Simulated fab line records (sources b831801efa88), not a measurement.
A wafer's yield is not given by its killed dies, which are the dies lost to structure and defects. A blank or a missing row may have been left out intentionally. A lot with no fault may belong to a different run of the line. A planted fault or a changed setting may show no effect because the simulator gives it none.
A struck lot beside a sound one    flow sky130    18 steps out of a route of 708
Sound: these wafers, L949.1, L949.3, L949.6. Wafers struck: L955.1, L955.3, L955.6. Last of all comes the cause.
Per side, at each step with rows, come the tool, then ch with its chambers, and then its first start. Under that, the readings that differ: sound wafers    struck wafers    difference of the means    sigmas: that difference in standard deviations of wafers without a fault.
alike: words and numbers the same on both sides, and readings whose means are apart by under 2 such deviations; not compared: readings that were withheld, readings missing a value for some wafer, numbers with overlapping values and no deviation given by the record, and bounds like >300 which may hide the same value.
A row with sigmas, a row that says differs or no value, or rows on one side alone: a step with any of these is where the two part. Numbers that have no deviation but don't overlap get no sigmas and don't part them. Lack of a reading on every wafer of one side parts them only where that side has two or more wafers.

first, 3 steps without rows for these wafers: SKY_LDD_P_EXPOSE_04 (exposes mask PSDM, target cd 380 nm); SKY_LDD_P_PEB_05; SKY_LDD_P_DEVELOP_06 (develop time 60 s).
SKY_LDD_P_CD_MEAS_07 targets a cd of 380 nm.
  sound on cd sem-02, day 22 09:01; struck on cd sem-02, day 22 23:22
  alike: cd nm
SKY_LDD_P_OVL_MEAS_08:
  sound on overlay-02, day 22 09:08; struck on overlay-02, day 22 23:29
  alike: LDD_P_OVL
then, 1 step without rows for these wafers: SKY_LDD_P_IMPLANT_09.
SKY_LDD_P_STRIP_10: strips in O2/N2.
  sound on plasma asher-02 ch 0,1, day 22 09:19; struck on plasma asher-02 ch 0,1, day 22 23:40
reading                       sound              struck             difference  sigmas
strip time to endpoint s (s)  14.17 14.18 14.14  14.24 14.25 14.26  +0.09       +2
  alike: drypump motor current A, oes product au
  not compared: rf hours counter h
SKY_LDD_P_TW_MEAS_11:
  sound on film metro-04, day 22 09:25; struck on film metro-03, day 22 23:46
  alike: LDD_P_TW
then, 4 steps without rows for these wafers: SKY_LDD_HVN_DEHYDRATE_00 (time 60 s); SKY_LDD_HVN_HMDS_01 (prime time 60 s); SKY_LDD_HVN_COAT_02 (resist thk 300 nm); SKY_LDD_HVN_SOFTBAKE_03 (time 60 s).
SKY_LDD_HVN_EXPOSE_04: exposes mask HVNTM, target cd 700 nm.
  sound on iline stepper-01 ch 0, day 23 00:45; struck on iline stepper-01 ch 0, day 23 15:11
reading                          sound                 struck                difference  sigmas
model.LDD_HVN.overlay x nm (nm)  0.5758 0.5758 0.5758  -80.65 -80.65 -80.65  -81.23      
  alike: mask
then, 2 steps without rows for these wafers: SKY_LDD_HVN_PEB_05; SKY_LDD_HVN_DEVELOP_06 (develop time 60 s).
SKY_LDD_HVN_OVL_MEAS_07:
  sound on overlay-01, day 23 15:57; struck on overlay-01, day 24 05:45
reading           sound        struck             difference  sigmas
LDD_HVN_OVL (nm)  2.6 0.6 0.8  -81.9 -81.6 -82.0  -83.2       -55
then, 1 step without rows for these wafers: SKY_LDD_HVN_IMPLANT_08.
-- the record jumps here: 24 days lie between the struck wafers' starts before and after (it left off in module LDD_HVN and takes up again in module PAD_OPEN, whose first step shown is number 708 of the route) --
SKY_PAD_OPEN_PROBE_99:
  sound on prober-02, day 48 06:28; struck on prober-01, day 48 12:05
  alike: killed_at_M0_to_M3, killed_at_M4_up, killed at contacts, killed at front end, killed at other, killed dies, killed on rim, killed open, killed short

## WHERE THEY PART
At SKY_LDD_P_STRIP_10 first; at SKY_LDD_HVN_OVL_MEAS_07 last (within this record only). Later steps at which nothing parts them and some readings are alike: SKY_PAD_OPEN_PROBE_99.

WHY: whatever the simulator had introduced
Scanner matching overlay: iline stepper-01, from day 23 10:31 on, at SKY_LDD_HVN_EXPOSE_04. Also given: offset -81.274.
